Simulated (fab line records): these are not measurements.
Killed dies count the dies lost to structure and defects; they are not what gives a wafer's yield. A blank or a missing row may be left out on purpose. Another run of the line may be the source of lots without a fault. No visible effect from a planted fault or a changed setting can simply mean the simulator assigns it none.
fab line records | flow gf180mcu | part 1 of 2: steps 1 to 28 of 38
[record] lots = 5 | wafers = 15 | last_day = 34
route steps=602 shown MIM@503 M5@526 V5@540
lots untouched by any fault: they come from a run of this same line in which no faults occurred
start_h: start of the lot's first displayed wafer, in hours after the record's first day | wait_h: how many hours have passed since the lot's step before this one | " same as the row above | L1.1+2: one row covering several wafers at once | - no value, or no start was given | * or withheld: withheld | < > ~ a bound
route shown NAME@n: a module of which the file shows steps, and the number in the route of the first | usual: the fault-free wafers' mean and standard deviation | same: alike in all rows | chamber/n: place in a boat | sites: readings site by site | _std_site: standard deviation of those values | _edge_site: outer sites' mean less inner sites' | radius_mm: for every site, how far away it sits from the centre of the wafer | mask NAME#n: copy n | behind: the most recent tool/chamber to have shaped the wafer | hold: the reason the lot was held/the length of the hold in hours/how it ended | device: names the non-switching transistor (n, p or np) | end of line: at the end of the route, the tests of the same wafers | a step given without rows: its recipe and nothing more | killed: dies that structure and defects cost at the first sort, which is not the same as the wafer's yield | map: shows each die of a wafer: x if killed, . if not, _ if none is there
set.NAME: the run value of the setting; set.NAME@STEP: its run value at that earlier step | model.NAME: the simulator's own value behind a step, which no gauge read
lots at some steps of the route; a table a step, a row a wafer
services: the hour from which a tool's chamber was out of use, counted from the record's first day as start_h (under 0 if before that day), plus the number of hours and why
[[steps]]
[step GF_MIM_SPUTTER_00]
[recipe] material = Ti | target_thk_nm = 37.5 | arriving_ion_energy_ev = 80 | substrate_temp_c = 200 | chamber_pressure_pa = 2 | power_w = 4000 | time_s = 150
[usual] throttle_valve_pct = 29.8/1.2
lot.wafer | tool           | chamber | start_h | wait_h | throttle_valve_pct
L076.4    | pvd_sputter-01 | -       | 577.86  | 0.2    | 28.5
L076.5    | "              | -       | "       | "      | 31.9
L076.6    | "              | -       | "       | "      | 29.8
L085.1    | pvd_sputter-01 | -       | 650.89  | 0.1    | 32.1
L085.2    | "              | -       | "       | "      | 28.7
L085.4    | "              | -       | "       | "      | 27.7
L089.2    | pvd_sputter-02 | -       | 677.19  | 0.2    | 30.9
L089.4    | "              | -       | "       | "      | 28.4
L089.6    | "              | -       | "       | "      | 30.0
L090.1    | pvd_sputter-01 | -       | 680.08  | 0.1    | 28.8
L090.3    | "              | -       | "       | "      | 32.2
L090.5    | "              | -       | "       | "      | 31.8
L096.1    | pvd_sputter-02 | -       | 721.14  | 0.1    | 30.3
L096.3    | "              | -       | "       | "      | 28.8
L096.4    | "              | -       | "       | "      | 28.6
[step GF_MIM_SPUTTER_01]
[recipe] material = TiN | target_thk_nm = 30 | power_w = 6500 | time_s = 25 | chamber_pressure_pa = 0.4
[usual] throttle_valve_pct = 29.8/1.2
lot.wafer | tool           | chamber | start_h | wait_h | throttle_valve_pct
L076.4    | pvd_sputter-01 | -       | 577.96  | 0.1    | 28.7
L076.5    | "              | -       | "       | "      | 32.2
L076.6    | "              | -       | "       | "      | 29.7
L085.1    | pvd_sputter-01 | -       | 650.99  | 0.1    | 32.1
L085.2    | "              | -       | "       | "      | 28.7
L085.4    | "              | -       | "       | "      | 27.7
L089.2    | pvd_sputter-02 | -       | 677.29  | 0.1    | 30.7
L089.4    | "              | -       | "       | "      | 28.4
L089.6    | "              | -       | "       | "      | 30.1
L090.1    | pvd_sputter-01 | -       | 680.18  | 0.1    | 28.8
L090.3    | "              | -       | "       | "      | 32.0
L090.5    | "              | -       | "       | "      | 32.1
L096.1    | pvd_sputter-02 | -       | 721.24  | 0.1    | 30.1
L096.3    | "              | -       | "       | "      | 29.0
L096.4    | "              | -       | "       | "      | 29.1
[step GF_MIM_SPUTTER_02]
[recipe] material = AlCu | target_thk_nm = 450 | power_w = 10600 | time_s = 23.9 | chamber_pressure_pa = 0.4
[usual] throttle_valve_pct = 29.8/1.2
lot.wafer | tool           | chamber | start_h | wait_h | throttle_valve_pct
L076.4    | pvd_sputter-01 | -       | 577.99  | 0.0    | 28.8
L076.5    | "              | -       | "       | "      | 32.1
L076.6    | "              | -       | "       | "      | 29.5
L085.1    | pvd_sputter-01 | -       | 651.02  | 0.0    | 31.7
L085.2    | "              | -       | "       | "      | 28.7
L085.4    | "              | -       | "       | "      | 27.6
L089.2    | pvd_sputter-02 | -       | 677.32  | 0.0    | 30.7
L089.4    | "              | -       | "       | "      | 28.5
L089.6    | "              | -       | "       | "      | 30.2
L090.1    | pvd_sputter-01 | -       | 680.21  | 0.0    | 28.9
L090.3    | "              | -       | "       | "      | 32.0
L090.5    | "              | -       | "       | "      | 32.1
L096.1    | pvd_sputter-02 | -       | 721.27  | 0.0    | 30.1
L096.3    | "              | -       | "       | "      | 28.8
L096.4    | "              | -       | "       | "      | 29.0
[step GF_MIM_SPUTTER_03]
[recipe] material = Ti | target_thk_nm = 10 | substrate_temp_c = 300 | chamber_pressure_pa = 0.3 | power_w = 3000 | time_s = 6.7
[usual] throttle_valve_pct = 29.8/1.2
lot.wafer | tool           | chamber | start_h | wait_h | throttle_valve_pct
L076.4    | pvd_sputter-01 | -       | 578.02  | 0.0    | 28.9
L076.5    | "              | -       | "       | "      | 32.1
L076.6    | "              | -       | "       | "      | 29.6
L085.1    | pvd_sputter-01 | -       | 651.05  | 0.0    | 31.9
L085.2    | "              | -       | "       | "      | 28.7
L085.4    | "              | -       | "       | "      | 27.6
L089.2    | pvd_sputter-02 | -       | 677.35  | 0.0    | 30.9
L089.4    | "              | -       | "       | "      | 28.8
L089.6    | "              | -       | "       | "      | 30.5
L090.1    | pvd_sputter-01 | -       | 680.24  | 0.0    | 28.9
L090.3    | "              | -       | "       | "      | 31.9
L090.5    | "              | -       | "       | "      | 32.0
L096.1    | pvd_sputter-02 | -       | 721.30  | 0.0    | 30.2
L096.3    | "              | -       | "       | "      | 28.9
L096.4    | "              | -       | "       | "      | 28.9
[step GF_MIM_SPUTTER_04]
[recipe] material = TiN | target_thk_nm = 50 | power_w = 6500 | time_s = 41.7 | chamber_pressure_pa = 0.4
[usual] throttle_valve_pct = 29.8/1.2
lot.wafer | tool           | chamber | start_h | wait_h | throttle_valve_pct
L076.4    | pvd_sputter-01 | -       | 578.04  | 0.0    | 28.7
L076.5    | "              | -       | "       | "      | 32.0
L076.6    | "              | -       | "       | "      | 29.2
L085.1    | pvd_sputter-01 | -       | 651.07  | 0.0    | 31.8
L085.2    | "              | -       | "       | "      | 28.6
L085.4    | "              | -       | "       | "      | 28.1
L089.2    | pvd_sputter-02 | -       | 677.37  | 0.0    | 31.1
L089.4    | "              | -       | "       | "      | 28.2
L089.6    | "              | -       | "       | "      | 30.2
L090.1    | pvd_sputter-01 | -       | 680.26  | 0.0    | 28.9
L090.3    | "              | -       | "       | "      | 31.9
L090.5    | "              | -       | "       | "      | 32.1
L096.1    | pvd_sputter-02 | -       | 721.32  | 0.0    | 30.2
L096.3    | "              | -       | "       | "      | 28.7
L096.4    | "              | -       | "       | "      | 28.8
[step GF_MIM_CVD_05]
[recipe] material = Si3N4 | target_thk_nm = 42 | temp_max_c = 400 | temp_c = 385 | time_s = 29.086 | rf_w = 450
[usual] heater_power_w = 639/93 | temp_max_c = 400.01/0.22
lot.wafer | tool     | chamber | start_h | wait_h | heater_power_w | temp_max_c
L076.4    | pecvd-03 | 2       | 578.10  | 0.0    | 597            | 399.57
L076.5    | "        | 0       | "       | "      | 675            | 399.57
L076.6    | "        | 1       | "       | "      | 577            | 400.09
L085.1    | pecvd-01 | 0       | 651.11  | 0.0    | 583            | 400.12
L085.2    | "        | 2       | "       | "      | 766            | 399.78
L085.4    | "        | 2       | "       | "      | 742            | 399.84
L089.2    | pecvd-03 | 2       | 677.41  | 0.0    | 594            | 400.23
L089.4    | "        | 0       | "       | "      | 653            | 400.18
L089.6    | "        | 1       | "       | "      | 540            | 399.65
L090.1    | pecvd-01 | 1       | 680.30  | 0.0    | 612            | 400.10
L090.3    | "        | 2       | "       | "      | 741            | 399.68
L090.5    | "        | 0       | "       | "      | 619            | 399.85
L096.1    | pecvd-03 | 1       | 721.36  | 0.0    | 507            | 400.08
L096.3    | "        | 2       | "       | "      | 561            | 399.59
L096.4    | "        | 1       | "       | "      | 504            | 399.99
[step GF_MIM_THK_MEAS_06]
[recipe] reads = Si3N4_of_MIM_CVD_05
[usual] MIM_CVD_05_THK = 42.2/0.62
lot.wafer | tool          | chamber | start_h | wait_h | MIM_CVD_05_THK[nm]
L076.4    | film_metro-03 | -       | 578.14  | 0.0    | 43.1
L076.5    | "             | -       | "       | "      | 42.2
L076.6    | "             | -       | "       | "      | 43.3
L085.1    | film_metro-03 | -       | 651.15  | 0.0    | 40.9
L085.2    | "             | -       | "       | "      | 41.7
L085.4    | "             | -       | "       | "      | 42.6
L089.2    | film_metro-03 | -       | 677.45  | 0.0    | 41.8
L089.4    | "             | -       | "       | "      | 42.4
L089.6    | "             | -       | "       | "      | 43.4
L090.1    | film_metro-03 | -       | 680.33  | 0.0    | 42.1
L090.3    | "             | -       | "       | "      | 42.0
L090.5    | "             | -       | "       | "      | 41.7
L096.1    | film_metro-01 | -       | 721.39  | 0.0    | 43.2
L096.3    | "             | -       | "       | "      | 42.3
L096.4    | "             | -       | "       | "      | 43.5
[step GF_MIM_SPUTTER_07]
[recipe] material = TiN | target_thk_nm = 60 | power_w = 6500 | time_s = 50 | chamber_pressure_pa = 0.4
[usual] throttle_valve_pct = 29.7/1.2
lot.wafer | tool           | chamber | start_h | wait_h | throttle_valve_pct
L076.4    | pvd_sputter-02 | -       | 578.20  | 0.0    | 30.9
L076.5    | "              | -       | "       | "      | 28.9
L076.6    | "              | -       | "       | "      | 30.4
L085.1    | pvd_sputter-02 | -       | 651.21  | 0.1    | 28.7
L085.2    | "              | -       | "       | "      | 30.2
L085.4    | "              | -       | "       | "      | 31.0
L089.2    | pvd_sputter-01 | -       | 677.50  | 0.0    | 29.4
L089.4    | "              | -       | "       | "      | 32.0
L089.6    | "              | -       | "       | "      | 28.7
L090.1    | pvd_sputter-04 | -       | 680.39  | 0.1    | 29.0
L090.3    | "              | -       | "       | "      | 31.7
L090.5    | "              | -       | "       | "      | 29.0
L096.1    | pvd_sputter-04 | -       | 721.45  | 0.1    | 29.4
L096.3    | "              | -       | "       | "      | 29.5
L096.4    | "              | -       | "       | "      | 31.5
[step GF_MIM_SPUTTER_08]
[recipe] material = AlCu | target_thk_nm = 200 | power_w = 10600 | time_s = 10.6 | chamber_pressure_pa = 0.4
[usual] throttle_valve_pct = 29.7/1.2
lot.wafer | tool           | chamber | start_h | wait_h | throttle_valve_pct
L076.4    | pvd_sputter-02 | -       | 578.23  | 0.0    | 30.5
L076.5    | "              | -       | "       | "      | 29.0
L076.6    | "              | -       | "       | "      | 30.4
L085.1    | pvd_sputter-02 | -       | 651.25  | 0.0    | 29.0
L085.2    | "              | -       | "       | "      | 29.9
L085.4    | "              | -       | "       | "      | 30.9
L089.2    | pvd_sputter-01 | -       | 677.55  | 0.0    | 29.4
L089.4    | "              | -       | "       | "      | 32.1
L089.6    | "              | -       | "       | "      | 28.9
L090.1    | pvd_sputter-04 | -       | 680.44  | 0.0    | 29.3
L090.3    | "              | -       | "       | "      | 31.6
L090.5    | "              | -       | "       | "      | 29.2
L096.1    | pvd_sputter-04 | -       | 721.50  | 0.0    | 29.3
L096.3    | "              | -       | "       | "      | 29.3
L096.4    | "              | -       | "       | "      | 31.6
[step GF_MIM_SPUTTER_09]
[recipe] material = TiN | target_thk_nm = 35 | power_w = 6500 | time_s = 29.2 | chamber_pressure_pa = 0.4
[usual] throttle_valve_pct = 29.7/1.2
lot.wafer | tool           | chamber | start_h | wait_h | throttle_valve_pct
L076.4    | pvd_sputter-02 | -       | 578.26  | 0.0    | 30.8
L076.5    | "              | -       | "       | "      | 28.9
L076.6    | "              | -       | "       | "      | 30.2
L085.1    | pvd_sputter-02 | -       | 651.27  | 0.0    | 28.4
L085.2    | "              | -       | "       | "      | 30.4
L085.4    | "              | -       | "       | "      | 30.9
L089.2    | pvd_sputter-01 | -       | 677.57  | 0.0    | 29.5
L089.4    | "              | -       | "       | "      | 32.2
L089.6    | "              | -       | "       | "      | 28.8
L090.1    | pvd_sputter-04 | -       | 680.46  | 0.0    | 29.1
L090.3    | "              | -       | "       | "      | 31.6
L090.5    | "              | -       | "       | "      | 28.9
L096.1    | pvd_sputter-04 | -       | 721.52  | 0.0    | 29.4
L096.3    | "              | -       | "       | "      | 29.0
L096.4    | "              | -       | "       | "      | 31.4
[step GF_MIM_RS_MEAS_10]
[recipe] thk_meas_gauge = four-point-probe | reads = TiN_of_MIM_SPUTTER_09+AlCu_of_MIM_SPUTTER_08+TiN_of_MIM_SPUTTER_07
[usual] MIM_ALCU_RS = 0.1606/0.0018
lot.wafer | tool          | chamber | start_h | wait_h | MIM_ALCU_RS[ohm/sq]
L076.4    | film_metro-01 | -       | 578.33  | 0.1    | 0.1605
L076.5    | "             | -       | "       | "      | 0.1592
L076.6    | "             | -       | "       | "      | 0.1614
L085.1    | film_metro-04 | -       | 651.31  | 0.0    | 0.1586
L085.2    | "             | -       | "       | "      | 0.1591
L085.4    | "             | -       | "       | "      | 0.1592
L089.2    | film_metro-04 | -       | 677.62  | 0.0    | 0.1616
L089.4    | "             | -       | "       | "      | 0.1630
L089.6    | "             | -       | "       | "      | 0.1611
L090.1    | film_metro-04 | -       | 680.49  | 0.0    | 0.1628
L090.3    | "             | -       | "       | "      | 0.1589
L090.5    | "             | -       | "       | "      | 0.1607
L096.1    | film_metro-03 | -       | 721.55  | 0.0    | 0.1592
L096.3    | "             | -       | "       | "      | 0.1602
L096.4    | "             | -       | "       | "      | 0.1586
[step GF_MIM_THK_MEAS_11]
[recipe] thk_meas_gauge = xrf | reads = AlCu_of_MIM_SPUTTER_08
[usual] MIM_ALCU_THK = 199.5/2.4
lot.wafer | tool          | chamber | start_h | wait_h | MIM_ALCU_THK[nm]
L076.4    | film_metro-01 | -       | 578.42  | 0.1    | 198.3
L076.5    | "             | -       | "       | "      | 199.5
L076.6    | "             | -       | "       | "      | 196.9
L085.1    | film_metro-04 | -       | 651.43  | 0.1    | 203.0
L085.2    | "             | -       | "       | "      | 202.0
L085.4    | "             | -       | "       | "      | 202.8
L089.2    | film_metro-04 | -       | 677.73  | 0.1    | 198.9
L089.4    | "             | -       | "       | "      | 197.1
L089.6    | "             | -       | "       | "      | 200.5
L090.1    | film_metro-04 | -       | 680.61  | 0.1    | 198.5
L090.3    | "             | -       | "       | "      | 203.4
L090.5    | "             | -       | "       | "      | 199.8
L096.1    | film_metro-03 | -       | 721.67  | 0.1    | 201.1
L096.3    | "             | -       | "       | "      | 198.8
L096.4    | "             | -       | "       | "      | 201.7
[step GF_MIM_DEHYDRATE_12]
[recipe] temp_c = 200 | time_s = 60
lot.wafer  | tool           | chamber | start_h | wait_h
L076.4+5+6 | litho_track-04 | 0       | 588.57  | 10.1
L085.1+2+4 | litho_track-03 | 0       | 660.92  | 9.5
L089.2+4+6 | litho_track-03 | 0       | 686.35  | 8.6
L090.1+3+5 | litho_track-02 | 0       | 689.07  | 8.4
L096.1+3+4 | litho_track-03 | 0       | 729.42  | 7.7
[step GF_MIM_HMDS_13]
[recipe] prime_time_s = 60 | prime_temp_c = 120
[usual] prime_temp_c = 120.01/0.13
[same] prime_time_s = 60
lot.wafer | tool           | chamber | start_h | wait_h | prime_temp_c
L076.4    | litho_track-04 | 0       | 588.72  | 0.1    | 120.03
L076.5    | "              | 0       | "       | "      | 120.14
L076.6    | "              | 0       | "       | "      | 120.12
L085.1    | litho_track-03 | 0       | 661.07  | 0.1    | 120.04
L085.2    | "              | 0       | "       | "      | 119.95
L085.4    | "              | 0       | "       | "      | 120.05
L089.2    | litho_track-03 | 0       | 686.50  | 0.1    | 120.01
L089.4    | "              | 0       | "       | "      | 120.00
L089.6    | "              | 0       | "       | "      | 119.95
L090.1    | litho_track-02 | 0       | 689.22  | 0.1    | 120.30
L090.3    | "              | 0       | "       | "      | 120.30
L090.5    | "              | 0       | "       | "      | 120.05
L096.1    | litho_track-03 | 0       | 729.57  | 0.1    | 120.00
L096.3    | "              | 0       | "       | "      | 120.06
L096.4    | "              | 0       | "       | "      | 120.03
[step GF_MIM_COAT_14]
[recipe] resist = NOVOLAK | spin_rpm = 3000 | resist_thk_nm = 1000
lot.wafer  | tool           | chamber | start_h | wait_h
L076.4+5+6 | litho_track-04 | 0       | 588.87  | 0.1
L085.1+2+4 | litho_track-03 | 0       | 661.22  | 0.1
L089.2+4+6 | litho_track-03 | 0       | 686.65  | 0.1
L090.1+3+5 | litho_track-02 | 0       | 689.37  | 0.1
L096.1+3+4 | litho_track-03 | 0       | 729.72  | 0.1
[step GF_MIM_SOFTBAKE_15]
[recipe] temp_c = 90 | time_s = 60 | resist = NOVOLAK
lot.wafer  | tool           | chamber | start_h | wait_h
L076.4+5+6 | litho_track-04 | 0       | 589.02  | 0.1
L085.1+2+4 | litho_track-03 | 0       | 661.37  | 0.1
L089.2+4+6 | litho_track-03 | 0       | 686.80  | 0.1
L090.1+3+5 | litho_track-02 | 0       | 689.52  | 0.1
L096.1+3+4 | litho_track-03 | 0       | 729.87  | 0.1
[step GF_MIM_EXPOSE_16]
[recipe] mask_id = FuseTop | target_cd_nm = 2000 | na = 0.6 | source_shape = conventional | sigma_outer = 0.6 | dose_mj = 140
[usual] focus_offset_nm = 0.0/0.57
[same] na = 0.6
lot.wafer | tool             | chamber | start_h | wait_h | mask      | focus_offset_nm
L076.4    | iline_stepper-02 | 0       | -       | -      | FuseTop#0 | -0.5
L076.5    | "                | 0       | "       | "      | FuseTop#0 | 0.4
L076.6    | "                | 0       | "       | "      | FuseTop#0 | 0.5
L085.1    | iline_stepper-01 | 0       | -       | -      | FuseTop#0 | 0.1
L085.2    | "                | 0       | "       | "      | FuseTop#0 | 0.0
L085.4    | "                | 0       | "       | "      | FuseTop#0 | -1.0
L089.2    | iline_stepper-01 | 0       | -       | -      | FuseTop#0 | 0.9
L089.4    | "                | 0       | "       | "      | FuseTop#0 | 0.8
L089.6    | "                | 0       | "       | "      | FuseTop#0 | 0.2
L090.1    | iline_stepper-02 | 0       | -       | -      | FuseTop#0 | -0.3
L090.3    | "                | 0       | "       | "      | FuseTop#0 | -0.3
L090.5    | "                | 0       | "       | "      | FuseTop#0 | -0.3
L096.1    | iline_stepper-02 | 0       | -       | -      | FuseTop#0 | -0.7
L096.3    | "                | 0       | "       | "      | FuseTop#0 | -0.8
L096.4    | "                | 0       | "       | "      | FuseTop#0 | -0.1
[step GF_MIM_PEB_17]
[recipe] temp_c = withheld | time_s = * | resist = NOVOLAK
lot.wafer  | tool           | chamber | start_h | wait_h
L076.4+5+6 | litho_track-04 | 0       | -       | -
L085.1+2+4 | litho_track-02 | 0       | -       | -
L089.2+4+6 | litho_track-03 | 0       | -       | -
L090.1+3+5 | litho_track-03 | 0       | -       | -
L096.1+3+4 | litho_track-03 | 0       | -       | -
[step GF_MIM_DEVELOP_18]
[recipe] develop_time_s = 60 | dev_temp_c = 23
lot.wafer  | tool           | chamber | start_h | wait_h
L076.4+5+6 | litho_track-04 | 0       | 599.42  | 0.1
L085.1+2+4 | litho_track-02 | 0       | 670.27  | 0.1
L089.2+4+6 | litho_track-03 | 0       | 695.35  | 0.1
L090.1+3+5 | litho_track-03 | 0       | 698.47  | 0.1
L096.1+3+4 | litho_track-03 | 0       | 737.67  | 0.1
[step GF_MIM_METAL_ETCH_19]
[recipe] chemistry = Cl2/BCl3 | mask_material = NOVOLAK | stop_on = Si3N4 | target_depth_nm = 324.5 | pressure_mtorr = 8 | icp_w = 800 | bias_w = 140 | Cl2_flow_sccm = 80 | bcl3_flow_sccm = 40 | time_s = 54.1
[usual] drypump_motor_current_A = 5.6/0.5 | he_backside_leak_sccm = 3.35/0.26 | oes_product_au = 0.941/0.0064 | throttle_valve_pct = 28.284/0.011
lot.wafer | tool         | chamber | start_h | wait_h | drypump_motor_current_A | he_backside_leak_sccm | oes_product_au | rf_hours_counter_h | throttle_valve_pct
L076.4    | rie_metal-01 | 0       | 599.52  | 0.1    | 5.3                     | 3.52                  | 0.941          | -                  | 28.277
L076.5    | "            | 1       | "       | "      | 6.6                     | 3.31                  | 0.941          | -                  | 28.284
L076.6    | "            | 0       | "       | "      | 5.3                     | 3.38                  | 0.937          | -                  | 28.299
L085.1    | rie_metal-02 | 0       | 670.42  | 0.1    | 5.1                     | 3.17                  | 0.945          | 9                  | 28.280
L085.2    | "            | 0       | "       | "      | 5.1                     | 3.26                  | 0.948          | -                  | 28.284
L085.4    | "            | 0       | "       | "      | 5.1                     | 3.29                  | 0.945          | -                  | 28.276
L089.2    | rie_metal-02 | 1       | 695.47  | 0.1    | 5.9                     | 3.06                  | 0.933          | 1                  | 28.291
L089.4    | "            | 0       | "       | "      | 5.1                     | 3.55                  | 0.939          | -                  | 28.292
L089.6    | "            | 1       | "       | "      | 5.9                     | 3.18                  | 0.940          | -                  | 28.286
L090.1    | rie_metal-01 | 0       | 698.62  | 0.1    | 5.3                     | 3.58                  | 0.929          | 0                  | 28.291
L090.3    | "            | 0       | "       | "      | 5.2                     | 3.33                  | 0.941          | -                  | 28.275
L090.5    | "            | 0       | "       | "      | 5.2                     | 3.44                  | 0.937          | -                  | 28.299
L096.1    | rie_metal-01 | 0       | 737.82  | 0.1    | 5.2                     | 3.43                  | 0.943          | 3                  | 28.281
L096.3    | "            | 0       | "       | "      | 5.2                     | 3.43                  | 0.945          | -                  | 28.300
L096.4    | "            | 1       | "       | "      | 6.6                     | 3.43                  | 0.940          | -                  | 28.273
[step GF_MIM_STRIP_20]
[recipe] chemistry = O2/N2 | power_w = 1400 | pressure_mtorr = 1500 | platen_temp_c = 250 | o2_flow_sccm = 3000 | n2_flow_sccm = 300 | overash_fraction = 0.5
[usual] drypump_motor_current_A = 5.7/0.51 | heater_power_w = 325/19 | oes_product_au = 0.693/0.0047 | strip_time_to_endpoint_s = 11.23/0.042
lot.wafer | tool            | chamber | start_h | wait_h | drypump_motor_current_A | heater_power_w | oes_product_au | rf_hours_counter_h | strip_time_to_endpoint_s
L076.4    | plasma_asher-04 | 0       | 599.60  | 0.1    | 4.8                     | 308            | 0.692          | -                  | 11.22
L076.5    | "               | 1       | "       | "      | 6.1                     | 303            | 0.694          | -                  | 11.23
L076.6    | "               | 0       | "       | "      | 4.8                     | 301            | 0.695          | -                  | 11.24
L085.1    | plasma_asher-01 | 0       | 670.56  | 0.1    | 5.5                     | 354            | 0.696          | 96                 | 11.26
L085.2    | "               | 1       | "       | "      | 5.8                     | 313            | 0.685          | 96                 | 11.26
L085.4    | "               | 1       | "       | "      | 5.8                     | 317            | 0.702          | -                  | 11.27
L089.2    | plasma_asher-01 | 0       | 695.54  | 0.0    | 5.5                     | 356            | 0.693          | 99                 | 11.19
L089.4    | "               | 0       | "       | "      | 5.5                     | 350            | 0.691          | -                  | 11.18
L089.6    | "               | 0       | "       | "      | 5.5                     | 351            | 0.688          | -                  | 11.17
L090.1    | plasma_asher-02 | 1       | 698.76  | 0.1    | 5.2                     | 320            | 0.693          | 106                | 11.23
L090.3    | "               | 0       | "       | "      | 6.4                     | 339            | 0.690          | -                  | 11.25
L090.5    | "               | 1       | "       | "      | 5.3                     | 320            | 0.699          | -                  | 11.29
L096.1    | plasma_asher-04 | 1       | 737.89  | 0.0    | 6.1                     | 292            | 0.687          | 36                 | 11.19
L096.3    | "               | 1       | "       | "      | 6.1                     | 299            | 0.696          | -                  | 11.23
L096.4    | "               | 0       | "       | "      | 4.8                     | 308            | 0.694          | -                  | 11.24
[step GF_MIM_STRIP_21]
[recipe] chemistry = post_etch_residue_remover | time_s = 1200 | temp_c = 72.5
[usual] temp_c = 72.52/0.13
lot.wafer | tool         | chamber | start_h | wait_h | temp_c
L076.4    | wet_bench-04 | 0       | 599.66  | 0.0    | 72.38
L076.5    | "            | 0       | "       | "      | 72.52
L076.6    | "            | 0       | "       | "      | 72.55
L085.1    | wet_bench-02 | 2       | 670.66  | 0.1    | 72.50
L085.2    | "            | 2       | "       | "      | 72.52
L085.4    | "            | 2       | "       | "      | 72.71
L089.2    | wet_bench-02 | 0       | 695.64  | 0.1    | 72.67
L089.4    | "            | 0       | "       | "      | 72.69
L089.6    | "            | 0       | "       | "      | 72.77
L090.1    | wet_bench-01 | 3       | 698.88  | 0.1    | 72.39
L090.3    | "            | 3       | "       | "      | 72.39
L090.5    | "            | 3       | "       | "      | 72.41
L096.1    | wet_bench-04 | 2       | 737.99  | 0.1    | 72.60
L096.3    | "            | 2       | "       | "      | 72.53
L096.4    | "            | 2       | "       | "      | 72.46
[step GF_MIM_CLEAN_22]
[recipe] chemistry = DIW | dry = n2_spin
lot.wafer  | tool         | chamber | start_h | wait_h
L076.4+5+6 | wet_bench-04 | 2       | 600.01  | 0.0
L085.1+2+4 | wet_bench-01 | 2       | 671.00  | 0.0
L089.2+4+6 | wet_bench-01 | 1       | 695.98  | 0.0
L090.1+3+5 | wet_bench-02 | 1       | 699.22  | 0.0
L096.1+3+4 | wet_bench-01 | 0       | 738.36  | 0.0
[step GF_M5_DEHYDRATE_00]
[recipe] temp_c = 200 | time_s = 60
lot.wafer  | tool           | chamber | start_h | wait_h
L076.4+5+6 | litho_track-01 | 0       | 609.06  | 9.0
L085.1+2+4 | litho_track-01 | 0       | 680.13  | 9.0
L089.2+4+6 | litho_track-04 | 0       | 704.67  | 8.6
L090.1+3+5 | litho_track-01 | 0       | 707.93  | 8.6
L096.1+3+4 | litho_track-01 | 0       | 746.73  | 8.2
[step GF_M5_HMDS_01]
[recipe] prime_time_s = 60 | prime_temp_c = 120
[usual] prime_temp_c = 119.99/0.11
[same] prime_time_s = 60
lot.wafer | tool           | chamber | start_h | wait_h | prime_temp_c
L076.4    | litho_track-01 | 0       | 609.21  | 0.1    | 120.16
L076.5    | "              | 0       | "       | "      | 120.03
L076.6    | "              | 0       | "       | "      | 119.89
L085.1    | litho_track-01 | 0       | 680.28  | 0.1    | 119.87
L085.2    | "              | 0       | "       | "      | 120.00
L085.4    | "              | 0       | "       | "      | 119.81
L089.2    | litho_track-04 | 0       | 704.82  | 0.1    | 119.96
L089.4    | "              | 0       | "       | "      | 119.89
L089.6    | "              | 0       | "       | "      | 120.09
L090.1    | litho_track-01 | 0       | 708.08  | 0.1    | 120.22
L090.3    | "              | 0       | "       | "      | 119.87
L090.5    | "              | 0       | "       | "      | 120.05
L096.1    | litho_track-01 | 0       | 746.88  | 0.1    | 120.03
L096.3    | "              | 0       | "       | "      | 119.87
L096.4    | "              | 0       | "       | "      | 119.91
[step GF_M5_COAT_02]
[recipe] resist = KrF | spin_rpm = withheld | resist_thk_nm = 1000
lot.wafer  | tool           | chamber | start_h | wait_h
L076.4+5+6 | litho_track-01 | 0       | 609.36  | 0.1
L085.1+2+4 | litho_track-01 | 0       | 680.43  | 0.1
L089.2+4+6 | litho_track-04 | 0       | 704.97  | 0.1
L090.1+3+5 | litho_track-01 | 0       | 708.23  | 0.1
L096.1+3+4 | litho_track-01 | 0       | 747.03  | 0.1
[step GF_M5_SOFTBAKE_03]
[recipe] temp_c = 130 | time_s = 60 | resist = KrF
lot.wafer  | tool           | chamber | start_h | wait_h
L076.4+5+6 | litho_track-01 | 0       | 609.51  | 0.1
L085.1+2+4 | litho_track-01 | 0       | 680.58  | 0.1
L089.2+4+6 | litho_track-04 | 0       | 705.12  | 0.1
L090.1+3+5 | litho_track-01 | 0       | 708.38  | 0.1
L096.1+3+4 | litho_track-01 | 0       | 747.18  | 0.1
[step GF_M5_EXPOSE_04]
[recipe] mask_id = Metal5 | target_cd_nm = 280 | na = 0.68 | source_shape = conventional | sigma_outer = 0.6 | dose_mj = 28
[usual] focus_offset_nm = 0.0/0.5
[same] na = 0.68
lot.wafer | tool           | chamber | start_h | wait_h | mask     | focus_offset_nm
L076.4    | krf_scanner-01 | 0       | -       | -      | Metal5#0 | -0.3
L076.5    | "              | 0       | "       | "      | Metal5#0 | 0.0
L076.6    | "              | 0       | "       | "      | Metal5#0 | 0.0
L085.1    | krf_scanner-02 | 0       | -       | -      | Metal5#0 | -0.6
L085.2    | "              | 0       | "       | "      | Metal5#0 | -0.3
L085.4    | "              | 0       | "       | "      | Metal5#0 | 0.0
L089.2    | krf_scanner-01 | 0       | -       | -      | Metal5#0 | 0.0
L089.4    | "              | 0       | "       | "      | Metal5#0 | -1.1
L089.6    | "              | 0       | "       | "      | Metal5#0 | -1.0
L090.1    | krf_scanner-02 | 0       | -       | -      | Metal5#0 | 0.6
L090.3    | "              | 0       | "       | "      | Metal5#0 | -1.3
L090.5    | "              | 0       | "       | "      | Metal5#0 | 0.5
L096.1    | krf_scanner-02 | 0       | -       | -      | Metal5#0 | -0.4
L096.3    | "              | 0       | "       | "      | Metal5#0 | 0.5
L096.4    | "              | 0       | "       | "      | Metal5#0 | -0.9
